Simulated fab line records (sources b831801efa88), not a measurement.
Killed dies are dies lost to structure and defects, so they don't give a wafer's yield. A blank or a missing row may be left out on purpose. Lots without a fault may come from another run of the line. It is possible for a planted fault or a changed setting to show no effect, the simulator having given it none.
fab line records ; flow sky130
record: lots: 5; wafers: 15; last-day: 50
route steps=708 shown POLY_CUT@317 SD_P@320 RES_XHIGH@332 SD_N@342 PAD_OPEN@708
lots that met no fault: from a run of the same line without faults
start-h: the number of hours between the record's first day and the start of the first shown wafer of the lot ; wait-h: time in hours since the lot's previous step ; " unchanged from the row above ; L1.1+2: a single row standing in for several wafers ; - value missing, or start not given ; * or withheld: withheld ; < > ~ a bound
route shown NAME@n: a module of which the file shows steps, and the number in the route of the first ; usual: average and standard deviation across the fault-free wafers ; same: alike in all rows ; chamber/n: place in a boat ; sites: readings site by site ; _std_site: the standard deviation of these ; _edge_site: the outer-site mean with the inner-site mean subtracted ; radius-mm: how far each site lies from the wafer's centre ; mask NAME#n: copy n ; behind: the tool/chamber that last shaped the wafer ; hold: what put the lot on hold/how long, in hours/how the hold closed ; device: which transistor (n, p or np) failed to switch ; end of line: the route-end tests of the same wafers ; step lacking rows: just its recipe ; killed: the dies lost at the first sort to structure and to defects; this is not the yield of the wafer ; map: dies across one wafer; x = killed, . = not, _ = none there
set.NAME: the run value of the setting; set.NAME@STEP: its run value at that earlier step ; model.NAME: the simulator's own value behind a step, which no gauge read
lots seen at some steps along the route; tables by step, rows by wafer
services: the hour from which a tool's chamber was out of use, counted from the record's first day as start-h (under 0 if before that day), plus the number of hours and why
== steps ==
step: SKY_POLY_CUT_ETCH_10
recipe: chemistry: N2/H2; target: BARC; ion-energy-ev: 200; source-w: 500; bias-w: 100; pressure-mtorr: 30; n2-flow-sccm: 100; h2-flow-sccm: 200; stop-on: SiO2; time-s: 45.9; target-depth-a: 600
step: SKY_POLY_CUT_ETCH_11
recipe: target: Si3N4; chemistry: CF4/CH2F2/Ar; stop-on: poly-Si; source-w: 600; bias-w: 150; pressure-mtorr: 40; cf4-flow-sccm: 40; ch2f2-flow-sccm: 20; Ar_flow_sccm: 150; time-s: 42.5; target-depth-a: 600
usual: drypump-motor-current-A: 5.8/0.35; oes-product-au: 0.831/0.0071; rf-fwd-power-W: 594.1/2.4; throttle-valve-pct: 14.995/0.0089
same: time-s: 42.5
lot.wafer;tool;chamber;start-h;wait-h;drypump-motor-current-A;oes-product-au;rf-fwd-power-W;rf-hours-counter-h;throttle-valve-pct
L847.1;rie-diel-03;1;548.86;0.0;6.3;0.820;591.1;8;14.991
L847.3;rie-diel-03;2;548.86;0.0;5.7;0.821;592.4;4;15.001
L847.4;rie-diel-03;3;548.86;0.0;5.6;0.826;593.0;12;14.988
L852.4;rie-diel-04;3;593.41;0.0;5.7;0.846;593.2;16;14.997
L852.5;rie-diel-04;3;593.41;0.0;5.7;0.824;592.8;-;14.992
L852.6;rie-diel-04;2;593.41;0.0;6.2;0.832;594.0;-;14.995
L858.2;rie-diel-04;2;651.41;0.0;6.2;0.848;590.8;2;15.011
L858.3;rie-diel-04;0;651.41;0.0;5.7;0.842;598.8;38;15.011
L858.5;rie-diel-04;2;651.41;0.0;6.2;0.842;593.8;-;14.999
L864.3;rie-diel-01;0;695.20;0.0;5.7;0.829;595.2;2;14.995
L864.4;rie-diel-01;1;695.20;0.0;5.8;0.831;595.0;5;15.005
L864.6;rie-diel-01;2;695.20;0.0;6.1;0.822;589.1;-;14.990
L870.1;rie-diel-03;3;744.76;0.0;5.6;0.832;597.6;18;14.995
L870.4;rie-diel-03;2;744.76;0.0;5.7;0.826;595.5;8;14.998
L870.5;rie-diel-03;1;744.76;0.0;6.2;0.824;594.1;-;14.998
step: SKY_POLY_CUT_STRIP_12
recipe: chemistry: O2/N2; power-w: 1400; pressure-mtorr: 1500; platen-temp-c: withheld; o2-flow-sccm: 3000; n2-flow-sccm: 300; overash-fraction: 0.5
usual: drypump-motor-current-A: 5.69/0.25; oes-product-au: 0.453/0.0045; strip-time-to-endpoint-s: 5.365/0.017
lot.wafer;tool;chamber;start-h;wait-h;drypump-motor-current-A;oes-product-au;rf-hours-counter-h;strip-time-to-endpoint-s
L847.1;plasma-asher-01;0;548.90;0.0;5.43;0.451;82;5.353
L847.3;plasma-asher-01;1;548.90;0.0;6.02;0.444;-;5.368
L847.4;plasma-asher-01;0;548.90;0.0;5.43;0.453;-;5.383
L852.4;plasma-asher-03;0;593.48;0.1;6.05;0.451;-;5.333
L852.5;plasma-asher-03;0;593.48;0.1;6.03;0.448;-;5.356
L852.6;plasma-asher-03;1;593.48;0.1;5.52;0.448;-;5.348
L858.2;plasma-asher-02;1;651.45;0.0;5.73;0.455;21;5.347
L858.3;plasma-asher-02;1;651.45;0.0;5.73;0.450;-;5.336
L858.5;plasma-asher-02;0;651.45;0.0;5.45;0.452;-;5.349
L864.3;plasma-asher-02;0;695.28;0.1;5.46;0.456;-;5.363
L864.4;plasma-asher-02;1;695.28;0.1;5.73;0.457;-;5.351
L864.6;plasma-asher-02;0;695.28;0.1;5.45;0.449;-;5.364
L870.1;plasma-asher-02;0;744.80;0.0;5.45;0.450;32;5.347
L870.4;plasma-asher-02;0;744.80;0.0;5.43;0.464;-;5.352
L870.5;plasma-asher-02;0;744.80;0.0;5.44;0.442;-;5.343
step: SKY_SD_P_DEHYDRATE_00
recipe: temp-c: 200; time-s: 60
step: SKY_SD_P_HMDS_01
recipe: prime-time-s: 60; prime-temp-c: 120
step: SKY_SD_P_COAT_02
recipe: resist: NOVOLAK; spin-rpm: 3000; resist-thk-nm: 1140
step: SKY_SD_P_SOFTBAKE_03
recipe: temp-c: 90; time-s: 60; resist: NOVOLAK
step: SKY_SD_P_EXPOSE_04
recipe: mask-id: PSDM; na: 0.6; source-shape: conventional; sigma-outer: 0.6; polarization: unpolarized; target-cd-nm: 380; dose-mj: 138
step: SKY_SD_P_PEB_05
recipe: temp-c: withheld; time-s: *; resist: NOVOLAK
step: SKY_SD_P_DEVELOP_06
recipe: resist: NOVOLAK; developer: TMAH; develop-time-s: 60; dev-temp-c: 23
step: SKY_SD_P_CD_MEAS_07
recipe: target-cd-nm: 380
usual: cd-nm: 380.3/3
lot.wafer;tool;chamber;start-h;wait-h;cd-nm
L847.1;cd-sem-02;-;578.00;0.1;382.1
L847.3;cd-sem-02;-;578.00;0.1;384.6
L847.4;cd-sem-02;-;578.00;0.1;382.5
L852.4;cd-sem-02;-;621.91;0.1;381.3
L852.5;cd-sem-02;-;621.91;0.1;380.7
L852.6;cd-sem-02;-;621.91;0.1;381.9
L858.2;cd-sem-02;-;679.39;0.2;380.6
L858.3;cd-sem-02;-;679.39;0.2;378.7
L858.5;cd-sem-02;-;679.39;0.2;379.5
L864.3;cd-sem-01;-;722.15;0.1;380.1
L864.4;cd-sem-01;-;722.15;0.1;378.9
L864.6;cd-sem-01;-;722.15;0.1;378.3
L870.1;cd-sem-02;-;772.26;0.1;379.1
L870.4;cd-sem-02;-;772.26;0.1;376.5
L870.5;cd-sem-02;-;772.26;0.1;378.3
step: SKY_SD_P_OVL_MEAS_08
usual: SD_P_OVL: -0.7/1.7
lot.wafer;tool;chamber;start-h;wait-h;SD_P_OVL[nm]
L847.1;overlay-02;-;578.12;0.1;-0.3
L847.3;overlay-02;-;578.12;0.1;-0.7
L847.4;overlay-02;-;578.12;0.1;0.0
L852.4;overlay-02;-;621.99;0.1;0.3
L852.5;overlay-02;-;621.99;0.1;2.7
L852.6;overlay-02;-;621.99;0.1;2.0
L858.2;overlay-02;-;679.50;0.1;-0.3
L858.3;overlay-02;-;679.50;0.1;-0.8
L858.5;overlay-02;-;679.50;0.1;-1.6
L864.3;overlay-02;-;722.24;0.1;0.0
L864.4;overlay-02;-;722.24;0.1;0.5
L864.6;overlay-02;-;722.24;0.1;-1.0
L870.1;overlay-02;-;772.38;0.1;2.0
L870.4;overlay-02;-;772.38;0.1;2.4
L870.5;overlay-02;-;772.38;0.1;1.3
step: SKY_SD_P_IMPLANT_09
recipe: species: BF2; energy-kev: 20; dose-cm2: 3e+15; tilt-deg: 0
usual: end-station-pressure-torr: 1.51e-05/1e-06
lot.wafer;tool;chamber;start-h;wait-h;end-station-pressure-torr
L847.1;implanter-01;0;578.16;0.0;1.51e-05
L847.3;implanter-01;0;578.16;0.0;1.7e-05
L847.4;implanter-01;0;578.16;0.0;1.6e-05
L852.4;implanter-04;0;622.08;0.1;1.32e-05
L852.5;implanter-04;0;622.08;0.1;1.55e-05
L852.6;implanter-04;0;622.08;0.1;1.41e-05
L858.2;implanter-01;0;679.55;0.0;1.6e-05
L858.3;implanter-01;0;679.55;0.0;1.58e-05
L858.5;implanter-01;0;679.55;0.0;1.48e-05
L864.3;implanter-04;0;722.32;0.1;1.45e-05
L864.4;implanter-04;0;722.32;0.1;1.32e-05
L864.6;implanter-04;0;722.32;0.1;1.38e-05
L870.1;implanter-01;0;772.42;0.0;1.48e-05
L870.4;implanter-01;0;772.42;0.0;1.49e-05
L870.5;implanter-01;0;772.42;0.0;1.56e-05
step: SKY_SD_P_STRIP_10
recipe: chemistry: O2/N2; power-w: 1400; pressure-mtorr: 1500; platen-temp-c: withheld; o2-flow-sccm: 3000; n2-flow-sccm: 300; overash-fraction: 0.5
usual: drypump-motor-current-A: 5.6/0.4; oes-product-au: 0.618/0.0042; strip-time-to-endpoint-s: 17.50/0.036
lot.wafer;tool;chamber;start-h;wait-h;drypump-motor-current-A;oes-product-au;rf-hours-counter-h;strip-time-to-endpoint-s
L847.1;plasma-asher-01;1;578.31;0.1;6.0;0.611;85;17.55
L847.3;plasma-asher-01;1;578.31;0.1;6.0;0.621;-;17.50
L847.4;plasma-asher-01;0;578.31;0.1;5.4;0.618;-;17.50
L852.4;plasma-asher-01;1;622.19;0.1;6.0;0.612;-;17.50
L852.5;plasma-asher-01;1;622.19;0.1;6.0;0.622;-;17.50
L852.6;plasma-asher-01;0;622.19;0.1;5.4;0.617;-;17.49
L858.2;plasma-asher-04;0;679.68;0.1;5.2;0.621;55;17.43
L858.3;plasma-asher-04;0;679.68;0.1;5.2;0.616;-;17.43
L858.5;plasma-asher-04;0;679.68;0.1;5.2;0.619;-;17.44
L864.3;plasma-asher-01;0;722.45;0.1;5.5;0.626;-;17.49
L864.4;plasma-asher-01;1;722.45;0.1;6.0;0.623;-;17.48
L864.6;plasma-asher-01;1;722.45;0.1;6.0;0.622;-;17.49
L870.1;plasma-asher-03;0;772.57;0.1;6.0;0.619;94;17.45
L870.4;plasma-asher-03;0;772.57;0.1;6.0;0.628;-;17.52
L870.5;plasma-asher-03;0;772.57;0.1;6.1;0.625;-;17.48
step: SKY_SD_P_TW_MEAS_11
usual: SD_P_TW: 2848/30
lot.wafer;tool;chamber;start-h;wait-h;SD_P_TW
L847.1;film-metro-02;-;578.41;0.1;2870
L847.3;film-metro-02;-;578.41;0.1;2873
L847.4;film-metro-02;-;578.41;0.1;2860
L852.4;film-metro-01;-;622.29;0.1;2821
L852.5;film-metro-01;-;622.29;0.1;2813
L852.6;film-metro-01;-;622.29;0.1;2802
L858.2;film-metro-03;-;679.79;0.1;2843
L858.3;film-metro-03;-;679.79;0.1;2846
L858.5;film-metro-03;-;679.79;0.1;2853
L864.3;film-metro-03;-;722.54;0.1;2897
L864.4;film-metro-03;-;722.54;0.1;2867
L864.6;film-metro-03;-;722.54;0.1;2878
L870.1;film-metro-02;-;772.67;0.1;2857
L870.4;film-metro-02;-;772.67;0.1;2839
L870.5;film-metro-02;-;772.67;0.1;2838
step: SKY_RES_XHIGH_DEHYDRATE_00
recipe: temp-c: 200; time-s: 60
step: SKY_RES_XHIGH_HMDS_01
recipe: prime-time-s: 60; prime-temp-c: 120
step: SKY_RES_XHIGH_COAT_02
recipe: resist: NOVOLAK; spin-rpm: 3000; resist-thk-nm: 1140
step: SKY_RES_XHIGH_SOFTBAKE_03
recipe: temp-c: 90; time-s: 60; resist: NOVOLAK
step: SKY_RES_XHIGH_EXPOSE_04
recipe: mask-id: URPM; na: 0.6; source-shape: conventional; sigma-outer: 0.6; polarization: unpolarized; target-cd-nm: 1270; dose-mj: 140
step: SKY_RES_XHIGH_PEB_05
recipe: temp-c: withheld; time-s: *; resist: NOVOLAK
step: SKY_RES_XHIGH_DEVELOP_06
recipe: resist: NOVOLAK; developer: TMAH; develop-time-s: 60; dev-temp-c: 23
step: SKY_RES_XHIGH_IMPLANT_07
recipe: species: BF2; energy-kev: 20; dose-cm2: 3.6e+14; tilt-deg: 0
step: SKY_RES_XHIGH_STRIP_08
recipe: chemistry: O2/N2; power-w: 1400; pressure-mtorr: 1500; platen-temp-c: withheld; o2-flow-sccm: 3000; n2-flow-sccm: 300; overash-fraction: 0.5
usual: drypump-motor-current-A: 5.4/0.41; oes-product-au: 0.711/0.0044; strip-time-to-endpoint-s: 14.28/0.036
lot.wafer;tool;chamber;start-h;wait-h;drypump-motor-current-A;oes-product-au;rf-hours-counter-h;strip-time-to-endpoint-s
L847.1;plasma-asher-02;1;607.41;0.1;5.7;0.714;17;14.29
L847.3;plasma-asher-02;1;607.41;0.1;5.7;0.711;-;14.29
L847.4;plasma-asher-02;0;607.41;0.1;5.5;0.710;-;14.29
L852.4;plasma-asher-01;1;651.34;0.1;6.0;0.711;-;14.27
L852.5;plasma-asher-01;1;651.34;0.1;6.0;0.708;-;14.26
L852.6;plasma-asher-01;0;651.34;0.1;5.4;0.710;-;14.24
L858.2;plasma-asher-02;1;707.36;0.1;5.7;0.711;27;14.30
L858.3;plasma-asher-02;0;707.36;0.1;5.5;0.714;-;14.24
L858.5;plasma-asher-02;1;707.36;0.1;5.7;0.712;-;14.31
L864.3;plasma-asher-02;1;750.39;0.1;5.7;0.717;-;14.24
L864.4;plasma-asher-02;0;750.39;0.1;5.4;0.719;-;14.24
L864.6;plasma-asher-02;0;750.39;0.1;5.5;0.715;-;14.21
L870.1;plasma-asher-01;1;799.36;0.1;6.0;0.713;5;14.26
L870.4;plasma-asher-01;1;799.36;0.1;6.0;0.707;-;14.31
L870.5;plasma-asher-01;1;799.36;0.1;6.0;0.706;-;14.29
step: SKY_RES_XHIGH_TW_MEAS_09
usual: RES_XHIGH_TW: 1650/15
lot.wafer;tool;chamber;start-h;wait-h;RES_XHIGH_TW
L847.1;film-metro-03;-;607.51;0.1;1654
L847.3;film-metro-03;-;607.51;0.1;1659
L847.4;film-metro-03;-;607.51;0.1;1660
L852.4;film-metro-02;-;651.44;0.1;1645
L852.5;film-metro-02;-;651.44;0.1;1645
L852.6;film-metro-02;-;651.44;0.1;1641
L858.2;film-metro-02;-;707.47;0.1;1660
L858.3;film-metro-02;-;707.47;0.1;1649
L858.5;film-metro-02;-;707.47;0.1;1655
L864.3;film-metro-01;-;750.48;0.1;1625
L864.4;film-metro-01;-;750.48;0.1;1628
L864.6;film-metro-01;-;750.48;0.1;1621
L870.1;film-metro-02;-;799.46;0.1;1648
L870.4;film-metro-02;-;799.46;0.1;1650
L870.5;film-metro-02;-;799.46;0.1;1649
step: SKY_SD_N_DEHYDRATE_00
recipe: temp-c: 200; time-s: 60
step: SKY_SD_N_HMDS_01
recipe: prime-time-s: 60; prime-temp-c: 120
step: SKY_SD_N_COAT_02
recipe: resist: NOVOLAK; spin-rpm: 3000; resist-thk-nm: 1140
step: SKY_SD_N_SOFTBAKE_03
recipe: temp-c: 90; time-s: 60; resist: NOVOLAK
step: SKY_SD_N_EXPOSE_04
recipe: mask-id: NSDM; na: 0.6; source-shape: conventional; sigma-outer: 0.6; polarization: unpolarized; target-cd-nm: 380; dose-mj: 141
step: SKY_SD_N_PEB_05
recipe: temp-c: withheld; time-s: *; resist: NOVOLAK
step: SKY_SD_N_DEVELOP_06
recipe: resist: NOVOLAK; developer: TMAH; develop-time-s: 60; dev-temp-c: 23
step: SKY_SD_N_CD_MEAS_07
recipe: target-cd-nm: 380
usual: cd-nm: 380.7/2.8
lot.wafer;tool;chamber;start-h;wait-h;cd-nm
L847.1;cd-sem-01;-;635.71;0.1;378.6
L847.3;cd-sem-01;-;635.71;0.1;378.4
L847.4;cd-sem-01;-;635.71;0.1;378.5
L852.4;cd-sem-02;-;679.31;0.1;383.3
L852.5;cd-sem-02;-;679.31;0.1;383.5
L852.6;cd-sem-02;-;679.31;0.1;382.8
L858.2;cd-sem-02;-;734.33;0.1;376.4
L858.3;cd-sem-02;-;734.33;0.1;376.6
L858.5;cd-sem-02;-;734.33;0.1;376.6
L864.3;cd-sem-02;-;777.95;0.1;385.8
L864.4;cd-sem-02;-;777.95;0.1;380.4
L864.6;cd-sem-02;-;777.95;0.1;380.1
L870.1;cd-sem-02;-;826.15;0.1;378.6
L870.4;cd-sem-02;-;826.15;0.1;379.3
L870.5;cd-sem-02;-;826.15;0.1;378.9
step: SKY_SD_N_OVL_MEAS_08
usual: SD_N_OVL: 1.1/1.4
lot.wafer;tool;chamber;start-h;wait-h;SD_N_OVL[nm]
L847.1;overlay-01;-;635.83;0.1;0.5
L847.3;overlay-01;-;635.83;0.1;-1.5
L847.4;overlay-01;-;635.83;0.1;0.3
L852.4;overlay-01;-;679.39;0.1;-1.4
L852.5;overlay-01;-;679.39;0.1;0.4
L852.6;overlay-01;-;679.39;0.1;1.2
L858.2;overlay-02;-;734.43;0.1;0.4
L858.3;overlay-02;-;734.43;0.1;3.0
L858.5;overlay-02;-;734.43;0.1;1.0
L864.3;overlay-02;-;778.04;0.1;0.4
L864.4;overlay-02;-;778.04;0.1;0.4
L864.6;overlay-02;-;778.04;0.1;-0.2
L870.1;overlay-02;-;826.27;0.1;1.1
L870.4;overlay-02;-;826.27;0.1;1.0
L870.5;overlay-02;-;826.27;0.1;2.1
step: SKY_SD_N_IMPLANT_09
recipe: species: As; energy-kev: 50; dose-cm2: 4e+15; tilt-deg: 0
step: SKY_SD_N_IMPLANT_10
recipe: species: P; energy-kev: 20; dose-cm2: 1e+14; tilt-deg: 0
step: SKY_SD_N_STRIP_11
recipe: chemistry: O2/N2; power-w: 1400; pressure-mtorr: 1500; platen-temp-c: withheld; o2-flow-sccm: 3000; n2-flow-sccm: 300; overash-fraction: 0.5
usual: drypump-motor-current-A: 5.6/0.31; oes-product-au: 0.527/0.0045; strip-time-to-endpoint-s: 22.54/0.04
lot.wafer;tool;chamber;start-h;wait-h;drypump-motor-current-A;oes-product-au;rf-hours-counter-h;strip-time-to-endpoint-s
L847.1;plasma-asher-04;1;636.16;0.1;4.7;0.524;53;22.50
L847.3;plasma-asher-04;0;636.16;0.1;5.2;0.521;-;22.55
L847.4;plasma-asher-04;1;636.16;0.1;4.7;0.524;-;22.51
L852.4;plasma-asher-03;0;679.74;0.1;6.0;0.533;-;22.57
L852.5;plasma-asher-03;0;679.74;0.1;6.1;0.526;-;22.52
L852.6;plasma-asher-03;1;679.74;0.1;5.5;0.538;-;22.53
L858.2;plasma-asher-03;0;734.76;0.1;6.0;0.527;90;22.50
L858.3;plasma-asher-03;0;734.76;0.1;6.1;0.527;-;22.53
L858.5;plasma-asher-03;1;734.76;0.1;5.6;0.528;-;22.52
L864.3;plasma-asher-03;1;778.40;0.1;5.6;0.533;-;22.47
L864.4;plasma-asher-03;0;778.40;0.1;6.0;0.524;-;22.49
L864.6;plasma-asher-03;0;778.40;0.1;6.0;0.524;-;22.42
L870.1;plasma-asher-02;1;826.61;0.1;5.7;0.527;39;22.57
L870.4;plasma-asher-02;1;826.61;0.1;5.7;0.527;-;22.55
L870.5;plasma-asher-02;1;826.61;0.1;5.7;0.528;-;22.53
step: SKY_SD_N_TW_MEAS_12
usual: SD_N_TW: 4015/47
lot.wafer;tool;chamber;start-h;wait-h;SD_N_TW
L847.1;film-metro-03;-;636.26;0.1;4060
L847.3;film-metro-03;-;636.26;0.1;4065
L847.4;film-metro-03;-;636.26;0.1;4085
L852.4;film-metro-02;-;679.84;0.1;4054
L852.5;film-metro-02;-;679.84;0.1;4032
L852.6;film-metro-02;-;679.84;0.1;4066
L858.2;film-metro-02;-;734.87;0.1;3984
L858.3;film-metro-02;-;734.87;0.1;3993
L858.5;film-metro-02;-;734.87;0.1;4007
L864.3;film-metro-03;-;778.49;0.1;4055
L864.4;film-metro-03;-;778.49;0.1;4054
L864.6;film-metro-03;-;778.49;0.1;4038
L870.1;film-metro-03;-;826.71;0.1;4063
L870.4;film-metro-03;-;826.71;0.1;4063
L870.5;film-metro-03;-;826.71;0.1;4059
step: SKY_SD_N_CLEAN_13
recipe: chemistry: SC1/SC2; mix: 1:4:20; temp-c: 70; time-s: 150; dry: n2-spin
step: SKY_SD_N_RTA_14
recipe: temp-c: 1075; time-s: 2; idle-temp-c: 650; ramp-up-c-per-s: 150; ramp-down-c-per-s: 90; ambient: N2
step: SKY_SD_N_RS_MEAS_16
recipe: thk-meas-gauge: four-point-probe
usual: SD_N_RS: 68.52/0.12
lot.wafer;tool;chamber;start-h;wait-h;SD_N_RS[ohm/sq]
L847.1;film-metro-02;-;636.55;0.1;68.57
L847.3;film-metro-02;-;636.55;0.1;68.50
L847.4;film-metro-02;-;636.55;0.1;68.60
L852.4;film-metro-02;-;680.16;0.1;68.55
L852.5;film-metro-02;-;680.16;0.1;68.49
L852.6;film-metro-02;-;680.16;0.1;68.40
L858.2;film-metro-03;-;735.17;0.1;68.59
L858.3;film-metro-03;-;735.17;0.1;68.63
L858.5;film-metro-03;-;735.17;0.1;68.66
L864.3;film-metro-03;-;778.79;0.1;68.51
L864.4;film-metro-03;-;778.79;0.1;68.35
L864.6;film-metro-03;-;778.79;0.1;68.49
L870.1;film-metro-01;-;826.99;0.1;68.58
L870.4;film-metro-01;-;826.99;0.1;68.45
L870.5;film-metro-01;-;826.99;0.1;68.58
step: SKY_PAD_OPEN_PROBE_99
usual: killed_at_M0_to_M3: 42/6.6; killed_at_M4_up: 3.0/1.8; killed-at-contacts: 25/5.1; killed-at-front-end: 15/4.4; killed-at-other: 0.3/0.56; killed-dies: 86/8.6; killed-open: 47/6.9; killed-short: 38/6
same: gross-dies: 492; killed-at-back-side: 0
lot.wafer;tool;chamber;start-h;wait-h;killed_at_M0_to_M3;killed_at_M4_up;killed-at-contacts;killed-at-front-end;killed-at-other;killed-dies;killed-open;killed-short;model.etest.res-high-po.rs-ohm-sq-range;model.etest.res-pdiff.rs-ohm-sq-range
L847.1;prober-01;-;1068.47;0.1;42;5;22;13;1;83;45;37;7.174;5.102
L847.3;prober-01;-;1068.57;0.2;46;2;27;17;0;92;55;36;6.424;5.146
L847.4;prober-01;-;1068.62;0.2;38;3;17;20;0;78;50;27;8.746;3.382
L852.4;prober-02;-;1100.68;0.2;46;6;22;20;0;94;47;47;7.566;6.106
L852.5;prober-02;-;1100.73;0.2;48;2;28;15;0;93;47;46;8.054;7.18
L852.6;prober-02;-;1100.78;0.2;32;2;19;26;0;79;35;44;11.64;6.244
L858.2;prober-02;-;1143.58;0.1;30;2;31;21;0;84;45;39;71.93;23.06
L858.3;prober-02;-;1143.63;0.2;45;4;25;11;0;85;47;37;68.58;22.24
L858.5;prober-02;-;1143.73;0.2;46;1;30;11;0;88;49;39;66.31;24.57
L864.3;prober-02;-;1168.18;0.2;32;5;19;12;0;68;37;31;2.833;4.835
L864.4;prober-02;-;1168.23;0.2;46;8;29;18;0;101;57;44;7.273;2.235
L864.6;prober-02;-;1168.33;0.2;41;3;30;14;1;89;54;35;6.554;4.473
L870.1;prober-02;-;1198.53;0.1;32;4;21;15;0;72;31;41;7.469;3.765
L870.4;prober-02;-;1198.68;0.2;48;3;25;18;0;94;53;41;5.426;5.24
L870.5;prober-02;-;1198.73;0.2;44;4;30;7;1;86;50;36;7.204;5.532
killed by level:class
L847.1 CONTACT:geometric-particle:open=13 VIA1:geometric-particle:open=10 METAL1:geometric-particle:short=6 POLY_GATE:geometric-particle:short=5 VIA3:geometric-particle:open=5 METAL2:geometric-particle:short=5 METAL4:geometric-particle:short=5 LI_CONTACT:geometric-particle:open=4
L847.3 CONTACT:geometric-particle:open=13 VIA1:geometric-particle:open=9 LI_CONTACT:geometric-particle:open=8 VIA2:geometric-particle:open=7 FIELD_ISO:geometric-particle:short=5 VIA1:geometric-particle:short=5 VIA2:geometric-particle:short=5 VIA3:geometric-particle:open=5
L847.4 VIA2:geometric-particle:open=11 CONTACT:geometric-particle:open=9 VIA1:geometric-particle:open=8 FIELD_ISO:geometric-particle:short=6 POLY_GATE:geometric-particle:open=5 LI_CONTACT:geometric-particle:open=5 METAL1:geometric-particle:short=5 FIELD_ISO:geometric-particle:open=4
L852.4 CONTACT:geometric-particle:open=10 METAL1:geometric-particle:short=7 VIA3:geometric-particle:open=7 VIA1:geometric-particle:open=6 LI_CONTACT:geometric-particle:open=5 VIA2:geometric-particle:open=5 METAL2:geometric-particle:short=5 METAL3:geometric-particle:short=5
L852.5 LI_CONTACT:geometric-particle:open=9 VIA1:geometric-particle:open=9 METAL2:geometric-particle:short=8 CONTACT:geometric-particle:open=7 METAL1:geometric-particle:short=7 VIA3:geometric-particle:open=6 POLY_GATE:geometric-particle:short=5 CONTACT:geometric-particle:short=5
L852.6 VIA3:geometric-particle:open=9 CONTACT:geometric-particle:open=8 FIELD_ISO:geometric-particle:short=6 FIELD_ISO:geometric-particle:open=5 POLY_GATE:geometric-particle:open=5 METAL1:geometric-particle:short=5 VIA1:geometric-particle:short=5 POLY_GATE:geometric-particle:short=4
L858.2 VIA1:geometric-particle:open=10 CONTACT:geometric-particle:open=8 FIELD_ISO:geometric-particle:short=7 CONTACT:geometric-particle:short=7 POLY_GATE:geometric-particle:open=6 POLY_GATE:geometric-particle:short=5 LI_CONTACT:geometric-particle:short=5 LOCAL_INTERCONNECT:geometric-particle:short=5
L858.3 VIA1:geometric-particle:open=11 CONTACT:geometric-particle:open=9 VIA2:geometric-particle:open=7 VIA3:geometric-particle:open=7 LOCAL_INTERCONNECT:geometric-particle:short=5 METAL1:geometric-particle:short=5 POLY_GATE:geometric-particle:short=4 METAL4:geometric-particle:short=4
L858.5 VIA2:geometric-particle:open=11 CONTACT:geometric-particle:open=9 LOCAL_INTERCONNECT:geometric-particle:short=9 VIA1:geometric-particle:short=8 LI_CONTACT:geometric-particle:open=7 VIA1:geometric-particle:open=7 POLY_GATE:geometric-particle:open=6 METAL2:geometric-particle:short=5
L864.3 LI_CONTACT:geometric-particle:open=8 VIA1:geometric-particle:short=8 VIA1:geometric-particle:open=8 CONTACT:geometric-particle:open=7 METAL2:geometric-particle:short=5 FIELD_ISO:geometric-particle:short=4 VIA2:geometric-particle:open=4 FIELD_ISO:geometric-particle:open=3
L864.4 VIA1:geometric-particle:open=10 CONTACT:geometric-particle:open=9 VIA2:geometric-particle:open=9 POLY_GATE:geometric-particle:open=8 CONTACT:geometric-particle:short=7 VIA3:geometric-particle:open=7 METAL1:geometric-particle:short=7 LI_CONTACT:geometric-particle:short=6
L864.6 CONTACT:geometric-particle:open=18 METAL2:geometric-particle:short=8 FIELD_ISO:geometric-particle:open=7 LI_CONTACT:geometric-particle:open=6 VIA1:geometric-particle:open=6 METAL1:geometric-particle:short=5 VIA2:geometric-particle:open=5 VIA3:geometric-particle:short=5
L870.1 FIELD_ISO:geometric-particle:open=8 LI_CONTACT:geometric-particle:open=6 METAL1:geometric-particle:short=6 LOCAL_INTERCONNECT:geometric-particle:short=5 CONTACT:geometric-particle:open=5 VIA2:geometric-particle:open=4 VIA1:geometric-particle:open=4 CONTACT:geometric-particle:short=4
L870.4 VIA1:geometric-particle:open=13 CONTACT:geometric-particle:open=9 FIELD_ISO:geometric-particle:open=7 VIA3:geometric-particle:open=7 LOCAL_INTERCONNECT:geometric-particle:short=6 VIA1:geometric-particle:short=5 VIA2:geometric-particle:open=5 CONTACT:geometric-particle:short=4
L870.5 VIA1:geometric-particle:open=15 CONTACT:geometric-particle:short=8 VIA2:geometric-particle:open=8 LI_CONTACT:geometric-particle:open=7 CONTACT:geometric-particle:open=6 METAL2:geometric-particle:short=4 VIA3:geometric-particle:short=4 LI_CONTACT:geometric-particle:short=3
== services ==
tool;chamber;start-h;hours;kind
implanter-04;-;540.04;0.6;repair
implanter-04;-;543.21;3.2;pm
rie-diel-04;-;557.84;1.0;repair
plasma-asher-03;-;585.14;5.2;repair
rie-diel-04;-;621.68;0.1;repair
rie-diel-04;-;630.53;2.8;pm
plasma-asher-03;-;633.32;2.1;repair
implanter-04;-;647.03;1.6;repair
plasma-asher-04;-;660.52;18.9;pm
rie-diel-01;0;667.44;16.9;repair
implanter-04;-;675.71;2.1;repair
implanter-01;-;686.43;4.6;pm
rie-diel-03;2;694.78;5.4;repair
rie-diel-01;-;695.31;3.6;repair
plasma-asher-03;-;701.20;5.6;repair
rie-diel-03;2;720.69;5.6;repair
implanter-01;-;723.38;2.3;repair
rie-diel-01;0;728.26;2.7;repair
plasma-asher-03;-;728.41;1.7;repair
plasma-asher-01;-;733.75;9.0;pm
rie-diel-03;0;756.62;5.5;repair
plasma-asher-01;-;765.42;0.5;repair
rie-diel-01;1;784.23;1.2;repair
implanter-01;-;821.81;22.0;pm
== key ==
first-sign none at tools or gauges
model-effect: step: SKY_PAD_OPEN_PROBE_99; value: etest.res-high-po.rs-ohm-sq-range; without: 12.08; struck: 68.94
met-at SKY_SD_P_IMPLANT_09
struck-wafers L858.2,L858.3,L858.5
tester-left-out L858
onset-between 578.16 679.55
also-fits SKY_POLY_CUT_ETCH_11:rie-diel-04,SKY_SD_P_STRIP_10:plasma-asher-04
fault: kind: process-parameter-drift; tool: implanter-01; chamber: -; onset-h: 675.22; steps: SKY_SD_P_IMPLANT_09; channel: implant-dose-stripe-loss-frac; offset: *; shape: step; end-h: 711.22
tester-left-out: of these lots the tester's yield and bins aren't shown, on N5 and GAA mostly nor the transistor test; their killed dies are dies lost to structure and defects alone, not to doping, threshold or leakage, so they don't give the yield
